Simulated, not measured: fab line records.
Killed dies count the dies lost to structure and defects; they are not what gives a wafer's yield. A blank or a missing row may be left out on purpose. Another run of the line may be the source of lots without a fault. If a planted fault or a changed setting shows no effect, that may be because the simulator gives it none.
fab line records	flow sky130
record: lots: 14	wafers: 42	last-day: 50
route steps=708 shown LOCAL_INTERCONNECT@401 CONTACT@425 METAL1@450 VIA1@473 METAL2@483
lots with no fault: from the same line, run without faults
start-h: start of the lot's first displayed wafer, in hours after the record's first day	wait-h: hours since the lot's step before	" identical to the entry in the row above	L1.1+2: one row covering several wafers at once	- no value, or no start given	* or withheld: withheld	< > ~ a bound
route shown NAME@n: NAME is a module with steps in the file, n the number in the route of the first one	usual: the fault-free wafers' mean and standard deviation	same: alike in all rows	chamber/n: place in a boat	sites: per-site readings	_std_site: standard deviation across them	_edge_site: outer sites' mean less inner sites'	radius-mm: how far each site lies from the wafer's centre	mask NAME#n: copy n	behind: the tool/chamber that last shaped the wafer	hold: reason for holding the lot/hours on hold/outcome of the hold	device: names the non-switching transistor (n, p or np)	end of line: tests of these same wafers at the route's end	a step given without rows: its recipe and nothing more	killed: count of dies lost to structure and defects at first sort (not the wafer's yield)	map: dies across one wafer; x = killed, . = not, _ = none there
set.NAME: the setting the step ran with; set.NAME@STEP: the setting that earlier step ran with	model.NAME: the simulator's own value behind a step, which no gauge read
a sample of lots followed through the steps of the route, with each step as a table and each wafer as a row
services: the hour from which a tool's chamber was out of use, counted from the record's first day as start-h (under 0 if before that day), plus the number of hours and why
== steps ==
step: SKY_LOCAL_INTERCONNECT_METAL_ETCH_14
recipe: target-depth-nm: 110	stop-on: PSG	chemistry: Cl2/BCl3	target: TiN	resist-sidewall-deg: 88	pressure-mtorr: 10	icp-w: 900	bias-w: 48.5	Cl2_flow_sccm: 60	bcl3-flow-sccm: 30	time-s: 31.4
usual: chamber-pressure-mTorr: 10.001/0.0087	drypump-motor-current-A: 5.6/0.58	oes-product-au: 0.942/0.0067	throttle-valve-pct: 21.901/0.0091
lot.wafer	tool	chamber	start-h	wait-h	chamber-pressure-mTorr	drypump-motor-current-A	oes-product-au	rf-hours-counter-h	throttle-valve-pct
L972.2	rie-metal-01	1	694.26	0.1	9.997	5.2	0.942	-	21.886
L972.4	"	1	"	"	9.994	5.2	0.948	-	21.895
L972.5	"	1	"	"	9.989	5.2	0.953	-	21.898
L974.1	rie-metal-04	0	712.25	0.0	10.001	6.0	0.942	8	21.900
L974.3	"	0	"	"	10.008	6.0	0.935	-	21.891
L974.6	"	0	"	"	10.001	6.0	0.935	-	21.896
L975.1	rie-metal-04	0	714.62	0.0	9.995	6.0	0.950	8	21.900
L975.5	"	1	"	"	10.004	6.0	0.949	-	21.907
L975.6	"	0	"	"	10.006	6.0	0.937	-	21.896
L976.4	rie-metal-03	1	727.93	0.1	10.015	4.7	0.941	-	21.890
L976.5	"	1	"	"	10.000	4.7	0.941	-	21.887
L976.6	"	1	"	"	9.993	4.7	0.928	-	21.908
L978.1	rie-metal-03	1	762.42	0.0	10.005	4.7	0.941	3	21.907
L978.4	"	1	"	"	10.009	4.7	0.943	-	21.900
L978.5	"	0	"	"	9.999	5.6	0.943	-	21.906
L979.1	rie-metal-03	1	764.73	0.0	10.007	4.7	0.938	3	21.888
L979.2	"	0	"	"	9.986	5.6	0.951	0	21.891
L979.3	"	0	"	"	10.004	5.6	0.948	-	21.890
L977.1	rie-metal-01	0	765.73	0.0	9.991	6.4	0.947	2	21.891
L977.3	"	1	"	"	9.995	5.2	0.949	-	21.908
L977.5	"	0	"	"	10.003	6.4	0.948	-	21.915
L980.2	rie-metal-03	0	768.92	0.0	9.995	5.6	0.945	1	21.911
L980.5	"	1	"	"	10.002	4.7	0.937	-	21.893
L980.6	"	0	"	"	10.012	5.6	0.927	-	21.917
L982.1	rie-metal-01	1	781.06	0.0	10.003	5.2	0.955	15	21.905
L982.2	"	0	"	"	9.993	6.4	0.945	2	21.905
L982.5	"	0	"	"	9.992	6.3	0.949	-	21.898
L988.2	rie-metal-03	0	832.67	0.0	10.009	5.6	0.939	3	21.913
L988.4	"	0	"	"	9.997	5.6	0.937	-	21.901
L988.6	"	0	"	"	10.007	5.6	0.940	-	21.919
L990.1	rie-metal-01	1	838.12	0.0	9.992	5.2	0.951	18	21.899
L990.4	"	0	"	"	10.013	6.4	0.935	-	21.895
L990.5	"	0	"	"	10.011	6.4	0.946	-	21.888
L993.1	rie-metal-01	0	858.12	0.1	9.988	6.4	0.928	7	21.906
L993.2	"	0	"	"	10.012	6.4	0.938	-	21.900
L993.3	"	0	"	"	9.998	6.4	0.935	-	21.899
L994.2	rie-metal-04	1	869.52	0.0	10.008	6.0	0.949	7	21.887
L994.3	"	0	"	"	9.999	6.0	0.941	-	21.911
L994.6	"	1	"	"	9.996	6.0	0.945	-	21.892
L995.2	rie-metal-01	0	878.91	0.0	9.991	6.4	0.943	7	21.904
L995.3	"	0	"	"	10.003	6.4	0.954	-	21.894
L995.5	"	1	"	"	9.998	5.2	0.949	-	21.886
step: SKY_CONTACT_STRIP_19
recipe: chemistry: O2/N2	power-w: 1400	pressure-mtorr: 1500	platen-temp-c: withheld	o2-flow-sccm: 3000	n2-flow-sccm: 300	overash-fraction: 0.5
usual: chamber-pressure-mTorr: 1500/4.6	drypump-motor-current-A: 5.8/0.38	oes-product-au: 0.381/0.0047	strip-time-to-endpoint-s: 3.613/0.023
lot.wafer	tool	chamber	start-h	wait-h	chamber-pressure-mTorr	drypump-motor-current-A	oes-product-au	rf-hours-counter-h	strip-time-to-endpoint-s
L972.2	plasma-asher-03	0	723.80	-	1499	6.0	0.381	105	3.641
L972.4	"	1	"	"	1501	6.0	0.384	-	3.615
L972.5	"	0	"	"	1499	6.0	0.383	-	3.613
L974.1	plasma-asher-04	1	742.20	-	1501	5.2	0.377	91	3.587
L974.3	"	0	"	"	1500	6.3	0.380	-	3.584
L974.6	"	1	"	"	1501	5.2	0.380	-	3.571
L975.1	plasma-asher-03	0	744.05	-	1501	6.0	0.387	0	3.600
L975.5	"	0	"	"	1501	6.0	0.378	-	3.625
L975.6	"	1	"	"	1500	6.0	0.380	-	3.604
L976.4	plasma-asher-03	0	756.47	-	1499	6.0	0.382	-	3.656
L976.5	"	1	"	"	1502	6.0	0.384	-	3.637
L976.6	"	0	"	"	1497	6.0	0.380	-	3.613
L978.1	plasma-asher-02	0	790.45	-	1498	5.2	0.390	35	3.611
L978.4	"	0	"	"	1499	5.2	0.385	-	3.574
L978.5	"	1	"	"	1500	5.5	0.380	-	3.614
L979.1	plasma-asher-03	1	792.93	-	1500	6.0	0.369	5	3.583
L979.2	"	0	"	"	1500	6.0	0.387	5	3.668
L979.3	"	0	"	"	1498	6.0	0.382	-	3.614
L977.1	plasma-asher-02	0	793.90	-	1497	5.2	0.376	35	3.616
L977.3	"	1	"	"	1500	5.6	0.375	-	3.619
L977.5	"	0	"	"	1500	5.2	0.379	-	3.636
L980.2	plasma-asher-03	0	797.68	-	1502	6.0	0.376	6	3.577
L980.5	"	1	"	"	1499	6.0	0.380	-	3.599
L980.6	"	0	"	"	1499	6.0	0.388	-	3.583
L982.1	plasma-asher-03	1	810.44	-	1501	5.9	0.376	7	3.621
L982.2	"	0	"	"	1502	6.0	0.387	7	3.603
L982.5	"	0	"	"	1501	6.0	0.380	-	3.591
L988.2	plasma-asher-02	0	862.00	-	1502	5.2	0.377	41	3.606
L988.4	"	0	"	"	1500	5.2	0.389	-	3.616
L988.6	"	0	"	"	1500	5.2	0.386	-	3.565
L990.1	plasma-asher-02	0	866.63	-	1501	5.2	0.382	41	3.632
L990.4	"	0	"	"	1498	5.2	0.386	-	3.585
L990.5	"	0	"	"	1501	5.2	0.387	-	3.613
L993.1	plasma-asher-04	0	885.29	-	1502	6.3	0.382	106	3.624
L993.2	"	1	"	"	1499	5.2	0.381	106	3.597
L993.3	"	0	"	"	1502	6.3	0.376	-	3.565
L994.2	plasma-asher-04	0	897.34	-	1500	6.3	0.381	107	3.605
L994.3	"	1	"	"	1499	5.2	0.370	-	3.598
L994.6	"	0	"	"	1502	6.3	0.379	-	3.592
L995.2	plasma-asher-04	1	906.49	-	1498	5.2	0.390	108	3.659
L995.3	"	1	"	"	1501	5.2	0.381	-	3.618
L995.5	"	1	"	"	1503	5.2	0.384	-	3.648
step: SKY_METAL1_OVL_MEAS_16
usual: METAL1_OVL: 0/6
lot.wafer	tool	chamber	start-h	wait-h	METAL1_OVL[nm]
L972.2	overlay-01	-	752.22	0.1	9
L972.4	"	-	"	"	15
L972.5	"	-	"	"	3
L974.1	overlay-02	-	770.86	0.1	9
L974.3	"	-	"	"	9
L974.6	"	-	"	"	10
L975.1	overlay-02	-	772.61	0.1	11
L975.5	"	-	"	"	4
L975.6	"	-	"	"	1
L976.4	overlay-01	-	785.53	0.1	7
L976.5	"	-	"	"	-1
L976.6	"	-	"	"	0
L978.1	overlay-02	-	819.46	0.1	-3
L978.4	"	-	"	"	0
L978.5	"	-	"	"	1
L979.1	overlay-02	-	821.66	0.1	3
L979.2	"	-	"	"	1
L979.3	"	-	"	"	0
L977.1	overlay-02	-	822.73	0.1	5
L977.3	"	-	"	"	14
L977.5	"	-	"	"	4
L980.2	overlay-01	-	826.51	0.1	-6
L980.5	"	-	"	"	4
L980.6	"	-	"	"	3
L982.1	overlay-02	-	839.61	0.1	1
L982.2	"	-	"	"	-2
L982.5	"	-	"	"	3
L988.2	overlay-02	-	889.46	0.1	-3
L988.4	"	-	"	"	-12
L988.6	"	-	"	"	-15
L990.1	overlay-01	-	894.36	0.1	-2
L990.4	"	-	"	"	1
L990.5	"	-	"	"	-5
L993.1	overlay-01	-	913.33	0.1	-3
L993.2	"	-	"	"	0
L993.3	"	-	"	"	6
L994.2	overlay-01	-	923.46	0.1	7
L994.3	"	-	"	"	9
L994.6	"	-	"	"	6
L995.2	overlay-01	-	932.92	0.1	4
L995.3	"	-	"	"	-1
L995.5	"	-	"	"	0
step: SKY_VIA1_ETCH_15
recipe: target: SiO2	chemistry: C4F8/O2/Ar	target-depth-nm: 351	stop-on: TiN	mask-material: KrF-thick	source-w: 1500	bias-w: 1200	pressure-mtorr: 40	c4f8-flow-sccm: withheld	O2_flow_sccm: 6	Ar_flow_sccm: 300	time-s: 54
usual: chamber-pressure-mTorr: 40.00/0.037	oes-product-au: 0.981/0.005
lot.wafer	tool	chamber	start-h	wait-h	chamber-pressure-mTorr	oes-product-au	rf-hours-counter-h
L972.2	rie-diel-02	1	780.68	0.0	40.04	0.983	3
L972.4	"	2	"	"	39.98	0.985	3
L972.5	"	3	"	"	39.99	0.991	-
L974.1	rie-diel-02	1	800.82	0.0	39.98	0.973	4
L974.3	"	2	"	"	40.04	0.982	4
L974.6	"	0	"	"	40.09	0.979	-
L975.1	rie-diel-02	0	801.63	0.0	40.01	0.974	16
L975.5	"	0	"	"	40.00	0.975	-
L975.6	"	2	"	"	39.95	0.984	-
L976.4	rie-diel-01	3	814.37	0.0	39.94	0.977	-
L976.5	"	1	"	"	40.01	0.985	-
L976.6	"	0	"	"	39.95	0.983	-
L978.1	rie-diel-04	1	847.95	0.0	39.92	0.985	9
L978.4	"	2	"	"	39.95	0.984	0
L978.5	"	0	"	"	39.95	0.984	-
L979.1	rie-diel-01	1	850.29	0.0	40.07	0.985	18
L979.2	"	3	"	"	40.07	0.971	6
L979.3	"	2	"	"	40.04	0.974	25
L977.1	rie-diel-04	1	851.53	0.0	40.02	0.977	10
L977.3	"	0	"	"	39.98	0.979	2
L977.5	"	3	"	"	40.03	0.989	-
L980.2	rie-diel-01	1	854.89	0.0	40.02	0.980	18
L980.5	"	3	"	"	39.95	0.978	-
L980.6	"	1	"	"	39.96	0.975	-
L982.1	rie-diel-04	1	867.93	0.0	40.08	0.984	10
L982.2	"	3	"	"	39.99	0.981	3
L982.5	"	0	"	"	40.00	0.979	-
L988.2	rie-diel-04	1	916.89	0.0	39.98	0.877	12
L988.4	"	3	"	"	40.02	0.986	4
L988.6	"	3	"	"	40.01	0.977	-
L990.1	rie-diel-04	2	921.04	0.0	40.02	0.978	3
L990.4	"	3	"	"	40.00	0.981	4
L990.5	"	1	"	"	40.01	0.868	-
L993.1	rie-diel-02	3	939.45	0.0	39.98	0.982	10
L993.2	"	2	"	"	40.01	0.988	7
L993.3	"	0	"	"	39.95	0.970	19
L994.2	rie-diel-01	1	949.35	0.0	39.97	0.981	21
L994.3	"	3	"	"	40.02	0.973	9
L994.6	"	1	"	"	40.00	0.988	-
L995.2	rie-diel-01	1	958.55	0.0	40.02	0.981	22
L995.3	"	0	"	"	40.07	0.975	3
L995.5	"	0	"	"	40.00	0.982	-
step: SKY_VIA1_STRIP_16
recipe: chemistry: O2/N2	power-w: 1400	pressure-mtorr: 1500	platen-temp-c: withheld	o2-flow-sccm: 3000	n2-flow-sccm: 300	overash-fraction: 0.5
usual: chamber-pressure-mTorr: 1500.0/1.3	drypump-motor-current-A: 5.9/0.49	oes-product-au: 0.416/0.0046	strip-time-to-endpoint-s: 4.456/0.019
lot.wafer	tool	chamber	start-h	wait-h	chamber-pressure-mTorr	drypump-motor-current-A	oes-product-au	rf-hours-counter-h	strip-time-to-endpoint-s
L972.2	plasma-asher-04	1	780.73	0.0	1499.1	5.2	0.423	95	4.486
L972.4	"	1	"	"	1499.1	5.2	0.421	-	4.499
L972.5	"	1	"	"	1500.5	5.2	0.416	-	4.443
L974.1	plasma-asher-04	0	800.86	0.0	1500.7	6.3	0.410	97	4.433
L974.3	"	0	"	"	1498.9	6.3	0.408	-	4.426
L974.6	"	1	"	"	1500.2	5.2	0.416	-	4.458
L975.1	plasma-asher-04	0	801.68	0.0	1500.6	6.3	0.413	97	4.450
L975.5	"	1	"	"	1500.4	5.2	0.416	-	4.448
L975.6	"	0	"	"	1502.6	6.3	0.411	-	4.467
L976.4	plasma-asher-04	1	814.43	0.0	1500.1	5.2	0.410	-	4.424
L976.5	"	0	"	"	1502.4	6.3	0.413	-	4.449
L976.6	"	1	"	"	1498.4	5.2	0.417	-	4.453
L978.1	plasma-asher-04	0	848.00	0.0	1501.1	6.3	0.414	102	4.475
L978.4	"	1	"	"	1501.9	5.2	0.416	-	4.464
L978.5	"	0	"	"	1501.3	6.3	0.416	-	4.493
L979.1	plasma-asher-01	0	850.34	0.0	1499.7	5.7	0.416	74	4.454
L979.2	"	1	"	"	1499.0	6.5	0.417	74	4.478
L979.3	"	0	"	"	1497.3	5.7	0.414	-	4.470
L977.1	plasma-asher-04	1	851.58	0.0	1500.7	5.2	0.417	103	4.454
L977.3	"	0	"	"	1500.1	6.2	0.422	-	4.445
L977.5	"	1	"	"	1500.2	5.2	0.418	-	4.472
L980.2	plasma-asher-03	1	854.94	0.0	1498.6	6.0	0.414	12	4.469
L980.5	"	1	"	"	1500.4	6.0	0.419	-	4.471
L980.6	"	0	"	"	1500.3	6.0	0.423	-	4.477
L982.1	plasma-asher-01	1	867.98	0.0	1499.5	6.5	0.418	76	4.450
L982.2	"	0	"	"	1500.7	5.7	0.425	76	4.458
L982.5	"	1	"	"	1502.4	6.6	0.415	-	4.480
L988.2	plasma-asher-01	0	916.94	0.0	1500.4	5.7	0.421	81	4.584
L988.4	"	1	"	"	1501.2	6.5	0.417	-	4.475
L988.6	"	0	"	"	1499.8	5.7	0.414	-	4.489
L990.1	plasma-asher-03	1	921.09	0.0	1502.0	6.0	0.411	19	4.437
L990.4	"	1	"	"	1501.6	6.0	0.414	-	4.463
L990.5	"	0	"	"	1498.7	6.0	0.427	-	4.612
L993.1	plasma-asher-03	1	939.49	0.0	1498.5	6.0	0.421	21	4.458
L993.2	"	0	"	"	1500.4	6.0	0.416	21	4.472
L993.3	"	0	"	"	1499.1	6.0	0.412	-	4.494
L994.2	plasma-asher-04	0	949.40	0.0	1498.9	6.3	0.416	113	4.445
L994.3	"	1	"	"	1502.8	5.2	0.416	-	4.452
L994.6	"	1	"	"	1500.8	5.2	0.418	-	4.451
L995.2	plasma-asher-04	1	958.60	0.0	1499.4	5.2	0.418	113	4.457
L995.3	"	0	"	"	1499.8	6.3	0.410	-	4.462
L995.5	"	1	"	"	1498.9	5.2	0.415	-	4.449
step: SKY_METAL2_SPUTTER_00
recipe: material: Ti	target-thk-nm: 15	power-w: 3000	time-s: 10	chamber-pressure-pa: 0.4
usual: cathode-dc-power-W: 3000.0/0.52	throttle-valve-pct: 30.2/1.1
lot.wafer	tool	chamber	start-h	wait-h	cathode-dc-power-W	throttle-valve-pct
L972.2	pvd-sputter-03	-	781.96	0.1	3000.5	29.4
L972.4	"	-	"	"	2999.9	29.1
L972.5	"	-	"	"	3000.0	32.3
L974.1	pvd-sputter-03	-	802.13	0.1	2999.9	32.1
L974.3	"	-	"	"	3000.8	29.3
L974.6	"	-	"	"	3000.8	30.9
L975.1	pvd-sputter-02	-	803.00	0.1	2999.6	28.5
L975.5	"	-	"	"	3001.3	30.4
L975.6	"	-	"	"	2998.6	30.4
L976.4	pvd-sputter-03	-	815.63	0.1	3000.2	29.3
L976.5	"	-	"	"	2999.6	30.6
L976.6	"	-	"	"	3000.1	29.6
L978.1	pvd-sputter-03	-	849.26	0.2	2999.8	29.1
L978.4	"	-	"	"	2999.3	30.6
L978.5	"	-	"	"	2999.5	30.7
L979.1	pvd-sputter-03	-	851.57	0.1	2999.7	32.0
L979.2	"	-	"	"	2999.1	29.6
L979.3	"	-	"	"	2999.2	30.5
L977.1	pvd-sputter-04	-	852.85	0.2	3000.0	28.7
L977.3	"	-	"	"	2999.3	32.9
L977.5	"	-	"	"	2999.3	28.4
L980.2	pvd-sputter-02	-	856.19	0.1	3000.5	30.2
L980.5	"	-	"	"	2999.3	28.7
L980.6	"	-	"	"	2999.2	30.6
L982.1	pvd-sputter-03	-	869.21	0.2	2999.6	31.8
L982.2	"	-	"	"	3000.0	29.0
L982.5	"	-	"	"	3000.1	31.9
L988.4	pvd-sputter-04	-	918.17	0.2	3000.5	28.6
L988.6	"	-	"	"	3000.9	28.7
L990.1	pvd-sputter-03	-	922.35	0.2	3000.0	32.0
L990.4	"	-	"	"	2999.9	29.6
L993.1	pvd-sputter-02	-	940.73	0.2	2999.9	30.5
L993.2	"	-	"	"	2999.2	30.1
L993.3	"	-	"	"	3000.5	30.2
L994.2	pvd-sputter-02	-	950.65	0.1	3000.1	30.5
L994.3	"	-	"	"	3000.3	28.8
L994.6	"	-	"	"	3000.3	30.3
L995.2	pvd-sputter-03	-	959.82	0.1	3000.3	30.4
L995.3	"	-	"	"	2999.5	32.1
L995.5	"	-	"	"	3000.8	30.5
step: SKY_METAL2_SPUTTER_01
recipe: material: TiN	target-thk-nm: 20	power-w: 6500	time-s: 16.7	chamber-pressure-pa: 0.4
usual: cathode-dc-power-W: 6499.9/1.1	throttle-valve-pct: 30.2/1.1
lot.wafer	tool	chamber	start-h	wait-h	cathode-dc-power-W	throttle-valve-pct
L972.2	pvd-sputter-03	-	781.98	0.0	6500.6	29.6
L972.4	"	-	"	"	6499.9	28.8
L972.5	"	-	"	"	6499.8	32.0
L974.1	pvd-sputter-03	-	802.16	0.0	6500.4	32.1
L974.3	"	-	"	"	6499.5	29.3
L974.6	"	-	"	"	6498.8	30.4
L975.1	pvd-sputter-02	-	803.02	0.0	6500.9	28.7
L975.5	"	-	"	"	6500.9	30.3
L975.6	"	-	"	"	6500.0	30.6
L976.4	pvd-sputter-03	-	815.65	0.0	6500.8	29.0
L976.5	"	-	"	"	6498.7	30.9
L976.6	"	-	"	"	6500.7	29.5
L978.1	pvd-sputter-03	-	849.28	0.0	6498.1	29.4
L978.4	"	-	"	"	6500.9	30.8
L978.5	"	-	"	"	6501.0	30.7
L979.1	pvd-sputter-03	-	851.59	0.0	6499.6	31.9
L979.2	"	-	"	"	6500.1	29.4
L979.3	"	-	"	"	6498.8	30.6
L977.1	pvd-sputter-04	-	852.87	0.0	6499.7	28.7
L977.3	"	-	"	"	6500.1	32.9
L977.5	"	-	"	"	6500.5	28.6
L980.2	pvd-sputter-02	-	856.21	0.0	6500.8	30.1
L980.5	"	-	"	"	6500.0	28.7
L980.6	"	-	"	"	6499.2	30.5
L982.1	pvd-sputter-03	-	869.23	0.0	6501.3	31.9
L982.2	"	-	"	"	6500.7	29.0
L982.5	"	-	"	"	6499.3	32.1
L988.4	pvd-sputter-04	-	918.19	0.0	6499.3	28.5
L988.6	"	-	"	"	6498.1	29.0
L990.1	pvd-sputter-03	-	922.37	0.0	6499.7	32.3
L990.4	"	-	"	"	6499.9	29.4
L993.1	pvd-sputter-02	-	940.75	0.0	6497.6	30.5
L993.2	"	-	"	"	6499.1	29.9
L993.3	"	-	"	"	6499.5	30.3
L994.2	pvd-sputter-02	-	950.68	0.0	6499.9	30.2
L994.3	"	-	"	"	6499.1	28.9
L994.6	"	-	"	"	6500.1	30.4
L995.2	pvd-sputter-03	-	959.84	0.0	6500.4	30.6
L995.3	"	-	"	"	6499.3	32.1
L995.5	"	-	"	"	6501.9	30.5
== services ==
tool	chamber	start-h	hours	kind
plasma-asher-03	-	678.77	5.7	repair
rie-diel-01	3	684.42	17.3	repair
rie-diel-01	2	688.86	18.4	repair
rie-metal-01	0	690.46	15.1	repair
rie-diel-01	2	715.58	132.0	repair
plasma-asher-03	-	733.75	9.0	pm
pvd-sputter-03	-	752.22	4.7	repair
pvd-sputter-03	-	768.96	12.4	repair
rie-metal-03	-	777.81	0.6	repair
rie-diel-01	1	783.46	3.8	repair
pvd-sputter-02	-	824.34	1.9	repair
rie-metal-03	-	828.80	0.4	repair
plasma-asher-04	-	849.05	2.3	repair
pvd-sputter-03	-	852.95	9.3	repair
plasma-asher-04	-	861.03	1.9	repair
rie-diel-04	-	861.17	4.3	pm
rie-diel-04	0	869.69	2.9	repair
pvd-sputter-02	-	878.24	2.6	repair
pvd-sputter-02	-	878.65	4.5	repair
rie-metal-01	1	895.68	5.8	repair
rie-metal-01	-	897.61	0.5	repair
plasma-asher-04	-	941.53	2.4	repair
rie-metal-01	-	942.45	2.6	repair
rie-metal-01	-	942.82	0.3	repair
== key ==
first-sign: step: SKY_VIA1_ETCH_15	reading: oes-product-au	direction: down	sigmas: 22	usual: 0.981	struck: 0.873
effect: step: SKY_VIA1_STRIP_16	reading: strip-time-to-endpoint-s	direction: up	sigmas: 7.6	usual: *	struck: *
effect: step: SKY_METAL2_SPUTTER_00	reading: visit	direction: missing
effect: step: SKY_METAL2_SPUTTER_01	reading: visit	direction: missing
met-at SKY_VIA1_ETCH_15
struck-lots L988,L990
struck-wafers L988.2,L990.5
later-rows-left-out L988.2,L990.5
sort-left-out L988.2,L990.5
not-acting-at SKY_LOCAL_INTERCONNECT_METAL_ETCH_14,SKY_CONTACT_STRIP_19,SKY_METAL1_OVL_MEAS_16
onset-between 867.93 916.89
fault: kind: process-parameter-drift	tool: rie-diel-04	chamber: 1	onset-h: 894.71	steps: SKY_VIA1_ETCH_15	channel: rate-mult	offset: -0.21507	shape: step	end-h: 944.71
sort-left-out: the simulated sort isn't trusted on such a fault, so these wafers' sort isn't shown, and their yield isn't known
later-rows-left-out: the simulator's readings of these wafers behind a module that went badly wrong aren't trusted and aren't shown, but for the sort
